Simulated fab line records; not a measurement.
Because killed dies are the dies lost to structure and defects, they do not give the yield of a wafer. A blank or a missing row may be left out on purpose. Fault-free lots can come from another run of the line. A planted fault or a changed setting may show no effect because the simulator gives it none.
Struck lot and sound lot, side by side / flow sfq line / 13 out of 325 route steps
Sound: the wafers L489.2, L489.4, L489.6. Struck: wafer L496.4. (L496.1, L496.6 of the same lot were not struck and are left out.) The cause comes at the end.
At each step with rows: each side's tool, then ch and its chambers, then its first start. Under that, the readings that differ: sound wafers / struck wafers / difference of the means / sigmas: that difference in standard deviations of wafers without a fault.
alike: readings whose means differ by less than 2 such deviations, and words and numbers that are the same on both sides. not compared: withheld readings, readings that some wafer has no value for, bounds like >300 that may hide the same value, and numbers for which the record gives no deviation and whose values overlap.
A row with sigmas, a row that says differs or no value, or rows on one side alone: a step with any of these is where the two part. Numbers that don't overlap but have no deviation are shown without sigmas and don't part them. A reading that every wafer of one side lacks parts them only if that side has two wafers or more.

first, 1 step without rows for these wafers: SFQ_TRILAYER_M4_DEP_PRE_CLEAN_092 (time 22.5 s).
SFQ_TRILAYER_M4_DEP_SPUTTER_091: material Nb, target thk 200 nm, time 133.3 s.
  sound on pvd sputter-03 at day 40 17:32; struck on pvd sputter-05 at day 43 07:55
  alike: chamber pressure pa, throttle valve pct
SFQ_M4_RS_MEAS_924: the measuring method here is four-point-probe.
  sound on film metro-01 at day 40 17:38; struck on film metro-01 at day 43 08:00
  alike: M4_NB_RS
then, 6 steps without rows for these wafers: SFQ_TRILAYER_M4_LITHO_COAT_098 (resist thk 62 nm); SFQ_TRILAYER_M4_LITHO_COAT_093 (resist thk 600 nm); SFQ_TRILAYER_M4_LITHO_SOFTBAKE_097; SFQ_TRILAYER_M4_LITHO_EXPOSE_094 (exposes mask M4, target cd 500 nm); SFQ_TRILAYER_M4_LITHO_PEB_096 (peb time 60 s); SFQ_TRILAYER_M4_LITHO_DEVELOP_095 (time 60 s).
-- the record jumps here: 6 days lie between the struck wafers' starts before and after --
SFQ_M4_OVL_MEAS_926:
  sound on overlay-02 at day 46 22:29; struck on overlay-02 at day 49 06:50
  alike: M4_OVL
SFQ_TRILAYER_M4_BARC_OPEN_METAL_ETCH_123: etches BARC in O2, target depth 125 nm, time 41.7 s.
  sound on rie metal-03 ch 0,1, day 46 22:31; struck on rie metal-04 ch 0, day 49 06:52
  alike: drypump motor current A, oes product au
  not compared: rf hours counter h
SFQ_TRILAYER_M4_ETCH_METAL_ETCH_096: etches Nb in Cl2/Ar, stops on SiO2, target depth 240 nm, time 120 s.
  sound on rie metal-03 ch 0,1, day 46 22:35; struck on rie metal-04 ch 0, day 49 06:56
reading=model.KrF_of_TRILAYER_M4_LITHO_COAT_093.thk nm (nm); sound=387 381.2 383.2; struck=326.9; difference=-56.9; sigmas=
reading=model.M4.feature depth nm (nm); sound=200.2 201.7 198.6; struck=209.6; difference=+9.4; sigmas=
reading=model.SiO2_of_TRILAYER_I3_DEP_PECVD_081.thk nm (nm); sound=191.5 191.6 192.6; struck=181.2; difference=-10.7; sigmas=
  alike: drypump motor current A, oes product au
  not compared: rf hours counter h
SFQ_TRILAYER_M4_STRIP_STRIP_097: strips in O2.
  sound on rie metal-03 ch 0,1, day 46 22:42; struck on rie metal-04 ch 0, day 49 07:03
  alike: drypump motor current A, oes product au
  not compared: rf hours counter h

WHERE THEY PART
Nowhere in this record.

WHY: whatever the simulator had introduced
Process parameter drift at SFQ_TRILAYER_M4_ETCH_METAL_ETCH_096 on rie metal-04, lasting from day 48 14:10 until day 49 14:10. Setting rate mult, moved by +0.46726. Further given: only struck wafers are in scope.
